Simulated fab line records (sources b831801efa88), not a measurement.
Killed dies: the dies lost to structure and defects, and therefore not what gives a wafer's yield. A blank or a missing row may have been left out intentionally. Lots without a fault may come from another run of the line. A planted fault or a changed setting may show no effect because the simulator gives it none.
A lot that was struck, set against a sound lot | flow sky130 | 35 out of 708 route steps
Sound: these wafers, L441.2, L441.3, L441.6. Struck: wafers L429.2, L429.4, L429.5. The cause is given at the end.
Each step with rows lists, per side, the tool, then ch with its chambers, then its first start. Under that, the readings that differ: sound wafers | struck wafers | difference of the means | sigmas: that difference in standard deviations of wafers without a fault.
alike: a reading whose means differ by less than 2 such deviations, as well as words and numbers matching on both sides. not compared: withheld readings; readings where some wafer has no value; bounds like >300 that might hide an equal value; numbers whose values overlap and for which the record gives no deviation.
The two part at a step that has a row with sigmas, a row that says differs or no value, or rows on one side only. Numbers that have no deviation but don't overlap get no sigmas and don't part them. A reading that every wafer of one side lacks parts them only if that side has two wafers or more.

first, 10 steps without rows for these wafers: SKY_POLY_CUT_ETCH_10 (etches BARC in N2/H2, stops on SiO2, time 45.9 s, target depth 60 nm); SKY_POLY_CUT_ETCH_11 (etches Si3N4 in CF4/CH2F2/Ar, stops on poly-Si, time 42.5 s, target depth 60 nm); SKY_POLY_CUT_STRIP_12 (strips in O2/N2); SKY_SD_P_DEHYDRATE_00 (time 60 s); SKY_SD_P_HMDS_01 (prime time 60 s); SKY_SD_P_COAT_02 (resist thk 1140 nm); SKY_SD_P_SOFTBAKE_03 (time 60 s); SKY_SD_P_EXPOSE_04 (exposes mask PSDM, target cd 380 nm); SKY_SD_P_PEB_05; SKY_SD_P_DEVELOP_06 (develop time 60 s).
SKY_SD_P_IMPLANT_09:
  sound on implanter-03 ch 0, day 32 05:47; struck on implanter-03 ch 0, day 28 08:59
  reading       | sound                     | struck                        | difference | sigmas
  beam_on_s (s) | 16.3 16.3 15.8            | 12.6 12.5 12.7                | -3.5       | -6
  dose_ions_cm2 | 3.006e+15 3e+15 3.008e+15 | 2.377e+15 2.378e+15 2.377e+15 | -6.273e+14 | -99 or more
SKY_SD_P_STRIP_10: strips in O2/N2.
  sound on plasma_asher-02 ch 0,1, day 32 05:55; struck on plasma_asher-03 ch 0,1, day 28 09:07
  reading                      | sound             | struck            | difference | sigmas
  strip_time_to_endpoint_s (s) | 17.45 17.47 17.49 | 17.11 17.10 17.08 | -0.37      | -11
  alike: drypump_motor_current_A, oes_product_au
  not compared: rf_hours_counter_h
then, 21 steps without rows for these wafers: SKY_RES_XHIGH_DEHYDRATE_00 (time 60 s); SKY_RES_XHIGH_HMDS_01 (prime time 60 s); SKY_RES_XHIGH_COAT_02 (resist thk 1140 nm); SKY_RES_XHIGH_SOFTBAKE_03 (time 60 s); SKY_RES_XHIGH_EXPOSE_04 (exposes mask URPM, target cd 1270 nm); SKY_RES_XHIGH_PEB_05; SKY_RES_XHIGH_DEVELOP_06 (develop time 60 s); SKY_RES_XHIGH_IMPLANT_07; SKY_RES_XHIGH_STRIP_08 (strips in O2/N2); SKY_SD_N_DEHYDRATE_00 (time 60 s); SKY_SD_N_HMDS_01 (prime time 60 s); SKY_SD_N_COAT_02 (resist thk 1140 nm); SKY_SD_N_SOFTBAKE_03 (time 60 s); SKY_SD_N_EXPOSE_04 (exposes mask NSDM, target cd 380 nm); SKY_SD_N_PEB_05; SKY_SD_N_DEVELOP_06 (develop time 60 s); SKY_SD_N_IMPLANT_09; SKY_SD_N_IMPLANT_10; SKY_SD_N_STRIP_11 (strips in O2/N2); SKY_SD_N_CLEAN_13 (cleans in SC1/SC2, time 150 s); SKY_SD_N_RTA_14 (time 2 s).
-- the record jumps here: 2 days lie between the struck wafers' starts before and after --
SKY_SD_N_RS_MEAS_17: uses a four-point probe to measure.
  sound on film_metro-04, day 34 11:56; struck on film_metro-01, day 30 18:20
  reading          | sound             | struck            | difference | sigmas
  SD_P_RS (ohm/sq) | 146.9 147.2 146.9 | 150.9 150.8 150.9 | +3.9       | +9
-- a jump in the record: the struck wafers' starts before and after are 17 days apart (it breaks off in module SD_N and resumes in module PAD_OPEN, where the first step shown is number 708 of the route) --
SKY_PAD_OPEN_PROBE_99:
  sound on prober-01, day 50 07:31; struck on prober-01, day 47 18:56
  reading                             | sound             | struck            | difference | sigmas
  model.etest.res_high_po.line_ohm_um | 742.6 750.4 733.7 | 906.9 857.2 901.7 | +146.4     |
  model.etest.licon_high_po.rc_ohm    | 341.3 365.3 371.9 | 506 513.6 485.4   | +142       |
  model.etest.res_pdiff.line_ohm_um   | 1387 1406 1393    | 1467 1457 1487    | +75        |
  model.etest.res_high_po.rs_ohm_sq   | 258.2 260.9 257.6 | 316 304.2 314.2   | +53        |
  model.etest.licon_pdiff.rc_ohm      | 601.2 608.5 601.7 | 643.2 665.5 642.7 | +46.7      |
  model.etest.res_pdiff_hv.rs_ohm_sq  | 197.2 196.7 197.6 | 209.6 208 208.8   | +11.6      |
  model.etest.res_pdiff.rs_ohm_sq     | 200.3 202.6 202.9 | 211.9 209.6 212.3 | +9.3       |
  alike: killed_at_M0_to_M3, killed_at_M4_up, killed_at_contacts, killed_at_front_end, killed_at_other, killed_dies, killed_open, killed_short

## WHERE THEY PART
Earliest at SKY_SD_P_IMPLANT_09; latest, in this record, at SKY_SD_N_RS_MEAS_17. Later steps at which nothing parts them and some readings are alike: SKY_PAD_OPEN_PROBE_99.

WHY: whatever the simulator had introduced
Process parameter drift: implanter-03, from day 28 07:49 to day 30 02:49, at SKY_SD_P_IMPLANT_09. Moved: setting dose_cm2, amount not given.
